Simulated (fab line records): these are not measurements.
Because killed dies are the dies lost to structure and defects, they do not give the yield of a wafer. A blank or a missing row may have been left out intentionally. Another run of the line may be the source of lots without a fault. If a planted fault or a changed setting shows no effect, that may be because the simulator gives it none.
fab line records | flow sky130
record: lots: 14 wafers: 42 lastDay: 50
route steps=708 shown FIELD_ISO@29 VIA1@460
lots that met no fault: taken from a fault-free run of the same line
startH: start of the lot's first displayed wafer, in hours after the record's first day | waitH: how many hours have passed since the lot's step before this one | " identical to the entry in the row above | L1.1+2: several wafers, shown together as one row | - value missing, or start not given | * or withheld: withheld | < > ~ a bound
route shown NAME@n: names a module that has steps shown in the file, with the first one's number in the route | usual: mean and standard deviation over wafers with no fault | same: alike in all rows | chamber/n: place in a boat | sites: per-site readings | _std_site: the values' standard deviation | _edge_site: mean of outer sites minus mean of inner sites | radiusMm: for every site, how far away it sits from the centre of the wafer | mask NAME#n: copy n | behind: the most recent tool/chamber to have shaped the wafer | hold: the reason the lot was held/the length of the hold in hours/how it ended | device: transistor that didn't switch, given as n, p or np | end of line: the same wafers' tests at the end of the route | for a step that has no rows: nothing shown but its recipe | killed: at the first sort, the dies lost to defects and structure; wafer yield is something else | map: a wafer's dies, marking killed ones x, the rest . and places with no die _
set.NAME: the setting as run; set.NAME@STEP: as run at that earlier step | model.NAME: the simulator's own value behind a step, which no gauge read
the route's steps for a sample of lots (tables are steps, rows are wafers)
services: from which hour (startH, from the record's first day; less than 0 if before it) a tool's chamber was out of use, for how many hours, and why
== steps ==
step: SKY_FIELD_ISO_WET_ETCH_28
recipe: chemistry: dHF targetDepthNm: 23.7 target: SiO2 dilution: 10:1 tempC: 25 timeS: 47
usual: runLengthS: 74.9/2.9
columns lot.wafer tool chamber startH waitH runLengthS
L488.1 wetBench-01 2 33.47 0.1 74.6
L488.3 " 2 " " 74.6
L488.4 " 2 " " 74.6
L489.1 wetBench-02 0 39.52 0.2 74.7
L489.2 " 0 " " 74.7
L489.5 " 0 " " 74.7
L490.3 wetBench-04 0 44.65 0.1 71.5
L490.4 " 0 " " 71.5
L490.6 " 0 " " 71.5
L491.1 wetBench-02 1 49.84 0.2 73.8
L491.2 " 1 " " 73.8
L491.6 " 1 " " 73.8
L492.1 wetBench-01 3 56.35 0.1 72.6
L492.2 " 3 " " 72.6
L492.5 " 3 " " 72.6
L493.1 wetBench-02 3 63.18 0.2 72.7
L493.3 " 3 " " 72.7
L493.5 " 3 " " 72.7
L498.2 wetBench-04 0 86.24 0.1 71.3
L498.4 " 0 " " 71.3
L498.6 " 0 " " 71.3
L500.1 wetBench-01 2 98.45 0.1 74.2
L500.4 " 2 " " 74.2
L500.5 " 2 " " 74.2
L504.1 wetBench-02 0 126.07 0.1 44.8
L504.3 " 0 " " 44.8
L504.5 " 0 " " 44.8
L505.2 wetBench-02 0 126.07 0.2 44.9
L505.3 " 0 " " 44.9
L505.4 " 0 " " 44.9
L506.3 wetBench-01 3 139.93 0.1 72.8
L506.5 " 3 " " 72.8
L506.6 " 3 " " 72.8
L507.3 wetBench-02 3 140.14 0.2 74.0
L507.4 " 3 " " 74.0
L507.5 " 3 " " 74.0
L508.1 wetBench-04 3 147.82 0.2 73.1
L508.2 " 3 " " 73.1
L508.4 " 3 " " 73.1
L509.2 wetBench-01 1 148.12 0.1 79.3
L509.5 " 1 " " 79.3
L509.6 " 1 " " 79.3
step: SKY_VIA1_CMP_02
recipe: material: SiO2 downForcePsi: 4 platenRpm: 60 padVelocityMS: 0.94248
usual: motorCurrentA: 11.8/1 slurryFilterDpKPa: 13.50/0.13
columns lot.wafer tool chamber startH waitH motorCurrentA slurryFilterDpKPa
L488.3 cmp-02 1 750.06 0.0 11.5 13.61
L488.1 " 3 " " 11.4 13.39
L488.4 " 0 " " 11.4 13.53
L490.3 cmp-02 0 761.40 0.0 11.0 13.46
L490.4 " 3 " " 11.7 13.57
L490.6 " 0 " " 11.6 13.35
L489.2 cmp-01 0 763.97 0.1 11.8 13.62
L489.1 " 2 " " 13.8 13.39
L489.5 " 3 " " 12.0 13.46
L491.2 cmp-02 2 781.29 0.1 12.5 13.26
L491.1 " 3 " " 11.9 13.36
L491.6 " 2 " " 12.4 13.50
L492.2 cmp-01 0 791.35 0.1 11.7 13.65
L492.1 " 1 " " 10.5 13.42
L492.5 " 0 " " 12.1 13.51
L493.1 cmp-01 3 801.87 0.1 11.9 13.68
L493.3 " 2 " " 14.1 13.61
L493.5 " 3 " " 11.7 13.53
L498.2 cmp-02 2 835.60 0.1 12.3 13.64
L498.4 " 3 " " 11.7 13.64
L498.6 " 1 " " 11.3 13.32
L500.4 cmp-02 0 851.90 0.0 11.8 13.70
L500.1 " 1 " " 11.3 13.17
L500.5 " 0 " " 11.4 13.51
L504.3 cmp-01 0 902.19 0.1 12.3 13.68
L504.1 " 1 " " 10.4 13.29
L504.5 " 3 " " 12.4 13.71
L505.4 cmp-02 2 905.44 0.0 12.1 13.55
L505.2 " 3 " " 10.8 13.40
L505.3 " 1 " " 11.2 13.35
L506.3 cmp-02 0 913.46 0.2 11.4 13.54
L506.6 " 1 " " 11.4 13.39
L506.5 " 2 " " 12.5 13.59
L507.4 cmp-01 0 918.78 0.0 12.1 13.28
L507.3 " 2 " " 13.8 13.25
L507.5 " 1 " " 10.3 13.62
L509.2 cmp-01 2 932.11 0.1 14.0 13.58
L509.6 " 0 " " 11.9 13.50
L509.5 " 1 " " 10.4 13.44
L508.2 cmp-02 0 932.35 0.0 11.8 13.49
L508.4 " 2 " " 13.5 13.30
L508.1 " 3 " " 11.5 13.34
step: SKY_VIA1_CVD_21
recipe: material: W targetThkNm: 270 timeS: 80.902 tempC: 400 pressureTorr: 40
usual: heaterPowerOuterW: 561/52 heaterPowerW: 911/82
columns lot.wafer tool chamber startH waitH heaterPowerOuterW heaterPowerW
L488.1 cvdW-02 0 778.07 0.0 564 880
L488.3 " 0 " " 569 893
L488.4 " 1 " " 460 751
L490.3 cvdW-01 1 788.59 0.1 565 934
L490.4 " 0 " " 606 998
L490.6 " 0 " " 619 990
L489.1 cvdW-01 0 791.56 0.0 634 1026
L489.2 " 1 " " 570 926
L489.5 " 1 " " 552 942
L491.1 cvdW-02 0 808.99 0.0 553 892
L491.2 " 1 " " 466 759
L491.6 " 1 " " 467 761
L492.1 cvdW-02 0 819.16 0.0 559 886
L492.2 " 1 " " 470 762
L492.5 " 0 " " 564 894
L493.1 cvdW-01 1 829.57 0.0 552 954
L493.3 " 1 " " 560 944
L493.5 " 1 " " 550 951
L498.2 cvdW-01 0 862.72 0.0 630 992
L498.4 " 0 " " 631 1026
L498.6 " 0 " " 629 1006
L500.1 cvdW-01 1 879.65 0.0 579 967
L500.4 " 1 " " 586 961
L500.5 " 0 " " 646 1008
L504.1 cvdW-01 0 928.15 0.0 562 898
L504.3 " 1 " " 523 874
L504.5 " 0 " " 570 921
L505.2 cvdW-01 1 931.37 0.0 526 879
L505.3 " 0 " " 581 917
L505.4 " 1 " " 535 868
L506.3 cvdW-02 0 939.08 0.1 563 876
L506.5 " 1 " " 477 749
L506.6 " 0 " " 557 902
L507.3 cvdW-01 1 943.54 0.1 537 896
L507.4 " 0 " " 572 933
L507.5 " 1 " " 527 889
L509.2 cvdW-02 1 957.96 0.0 475 774
L509.5 " 1 " " 476 761
L509.6 " 0 " " 558 876
L508.1 cvdW-01 1 958.25 0.0 529 871
L508.2 " 0 " " 579 927
L508.4 " 0 " " 579 912
step: SKY_VIA1_RS_MEAS_22
recipe: thkMeasGauge: four-point-probe reads: W_of_VIA1_CVD_21+TiN_of_VIA1_SPUTTER_20
usual: VIA1_W_RS: 0.430/0.0054
columns lot.wafer tool chamber startH waitH VIA1_W_RS[ohm/sq]
L488.1 filmMetro-03 - 778.16 0.1 0.435
L488.3 " - " " 0.430
L488.4 " - " " 0.434
L490.3 filmMetro-03 - 788.70 0.1 0.429
L490.4 " - " " 0.425
L490.6 " - " " 0.424
L489.1 filmMetro-03 - 791.66 0.1 0.424
L489.2 " - " " 0.428
L489.5 " - " " 0.425
L491.1 filmMetro-03 - 809.09 0.1 0.430
L491.2 " - " " 0.439
L491.6 " - " " 0.429
L492.1 filmMetro-04 - 819.26 0.1 0.428
L492.2 " - " " 0.436
L492.5 " - " " 0.432
L493.1 filmMetro-03 - 829.66 0.1 0.425
L493.3 " - " " 0.422
L493.5 " - " " 0.426
L498.2 filmMetro-03 - 862.83 0.1 0.428
L498.4 " - " " 0.423
L498.6 " - " " 0.424
L500.1 filmMetro-01 - 879.79 0.1 0.426
L500.4 " - " " 0.422
L500.5 " - " " 0.424
L504.1 filmMetro-04 - 928.24 0.1 0.430
L504.3 " - " " 0.431
L504.5 " - " " 0.438
L505.2 filmMetro-04 - 931.49 0.1 0.436
L505.3 " - " " 0.428
L505.4 " - " " 0.431
L506.3 filmMetro-04 - 939.18 0.1 0.434
L506.5 " - " " 0.438
L506.6 " - " " 0.434
L507.3 filmMetro-03 - 943.64 0.1 0.433
L507.4 " - " " 0.432
L507.5 " - " " 0.431
L509.2 filmMetro-04 - 958.07 0.1 0.441
L509.5 " - " " 0.435
L509.6 " - " " 0.434
L508.1 filmMetro-03 - 958.35 0.1 0.425
L508.2 " - " " 0.423
L508.4 " - " " 0.422
== services ==
columns tool chamber startH hours kind
cvdW-01 1 23.34 1.6 repair
cmp-02 - 60.40 1.2 repair
cmp-02 - 60.52 0.6 repair
cmp-02 - 64.00 4.0 pm
cmp-02 - 147.27 0.8 repair
cvdW-01 0 184.61 19.9 repair
cvdW-01 1 189.89 6.0 repair
cmp-02 - 202.52 5.3 repair
cvdW-01 - 216.52 3.8 pm
cmp-02 - 250.01 1.1 repair
cvdW-01 - 271.45 0.7 repair
cvdW-01 - 286.63 2.8 pm
cmp-02 - 304.69 7.1 pm
cmp-02 - 314.31 7.1 pm
cmp-02 - 322.59 1.4 repair
cmp-02 - 323.01 2.8 repair
cmp-02 - 328.94 2.6 repair
cmp-02 - 353.55 0.7 repair
cmp-02 - 379.75 10.8 pm
cvdW-01 0 565.73 6.0 repair
cvdW-01 - 581.40 0.4 repair
cvdW-01 1 688.81 1.4 repair
cvdW-01 1 824.63 4.0 repair
cvdW-01 - 904.09 14.0 pm
== key ==
firstSign: step: SKY_FIELD_ISO_WET_ETCH_28 reading: runLengthS direction: down sigmas: 10 usual: * struck: *
effect none on later readings
metAt SKY_FIELD_ISO_WET_ETCH_28
struckLots L504,L505
struckWafers L504.1,L504.3,L504.5,L505.2,L505.3,L505.4
testerLeftOut L504,L505
notActingAt SKY_VIA1_CMP_02,SKY_VIA1_CVD_21,SKY_VIA1_RS_MEAS_22
onsetBetween 39.52 126.07
fault: kind: processParameterDrift tool: wetBench-02 chamber: 0 onsetH: 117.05 steps: SKY_FIELD_ISO_WET_ETCH_28 channel: timeS offset: * shape: step endH: 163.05 actsIn: * stated: *
testerLeftOut: of these lots the tester's yield and bins aren't shown, on N5 and GAA mostly nor the transistor test; their killed dies are dies lost to structure and defects alone, not to doping, threshold or leakage, so they don't give the yield
